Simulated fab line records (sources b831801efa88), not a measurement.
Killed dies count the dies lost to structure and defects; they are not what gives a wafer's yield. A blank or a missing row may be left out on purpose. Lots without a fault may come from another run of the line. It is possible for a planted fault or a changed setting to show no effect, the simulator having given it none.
Problem report, 8D (eight disciplines) form, completed by code | flow gf180mcu | the parts of the form that need people (team, actions taken, sign-off) are left out

== 1. WHAT WENT WRONG ==
Across 6 wafers from 2 lots, VT_IMPLANT_OVL at GF_VT_IMPLANT_OVL_MEAS_07 averages -140.4 nm, while fault-free wafers read 1.3 nm with a standard deviation of 1.8. That puts it -79 standard deviations away from the usual mean.
Seen first at day 8 13:49 on overlay-02, wafer L324.2. The record has a number at this step for 42 wafers belonging to 14 lots. The rule behind "out" and "out of limits": a value lying over 4 standard deviations away from the usual mean. The other wafers with a number count as sound.

== 2. WHAT THIS IS AND IS NOT ==
question                    | is                     | is not
which readings at this step | VT_IMPLANT_OVL         | -
which lots                  | L324, L328             | L313, L314, L315, L316, L317, L318, L319, L321, L330, L331, L332, L335
which wafers of those lots  | all that have a number | -
read on which gauges        | overlay-02             | overlay-01
when                        | from day 8 13:49       | up to then (24 sound wafers); but 12 sound wafers of L330, L331, L332, L335 came after

== 3. THE SUSPECTS, EACH WITH WHAT RULES IT OUT ==
Counting: any tool at a process step up to the reading is kept as a suspect provided that every lot that is out went through it and no sound lot did after the first of them.
- the gauge at GF_VT_IMPLANT_OVL_MEAS_07: kept. All the wafers that are out were read on overlay-02, and no step on other tools shows them out.
- iline_stepper-02 at GF_VT_IMPLANT_EXPOSE_04 (exposes mask LVPWELL LV AREA, target cd 600 nm): kept. All lots that are out passed through it, beginning with L324 at day 8 06:10, and no sound lot followed; its final sound lot before that point was L317 at day 6 18:47.
Remaining after the count are iline_stepper-02 at GF_VT_IMPLANT_EXPOSE_04 and overlay-02 at GF_VT_IMPLANT_OVL_MEAS_07.

== 4. THE CAUSE (what the simulator had put in) ==
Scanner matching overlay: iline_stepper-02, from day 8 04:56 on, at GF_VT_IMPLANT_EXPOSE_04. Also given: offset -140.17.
After counting, 2 suspects remain, this tool included.

== 5. THE CHAIN OF EFFECTS, in route order ==
Rows list readings where the struck wafers' mean (over those with a number) sits beyond 3 standard deviations from the usual. Only readings whose record carries a usual standard deviation are examined. hours: median over the lots of the time between each lot's start at the first step of this table that gives one and its start at this step. sigmas: the change, counted in usual standard deviations.
hours | step                      | reading        | usual  | on struck wafers | change | sigmas
0     | GF_VT_IMPLANT_OVL_MEAS_07 | VT_IMPLANT_OVL | 1.3 nm | -140.4           | -141.7 | -79
At these later measuring or inspecting steps, every struck wafer for which the step has a row has a number for every such reading, and none has moved that far: GF_VT_IMPLANT_RS_MEAS_49, GF_HV_LDD_OVL_MEAS_47.

== 6. HOW IT WOULD HAVE BEEN CAUGHT EARLIER ==
The first out-of-limits reading at a measuring or inspecting step in this record came at day 8 13:49, 9 hours after the fault's start at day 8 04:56.
L328, from the lots that are out (2), started GF_VT_IMPLANT_EXPOSE_04 on iline_stepper-02 later than day 8 13:49. Had the tool been put on hold then, it would have been spared.
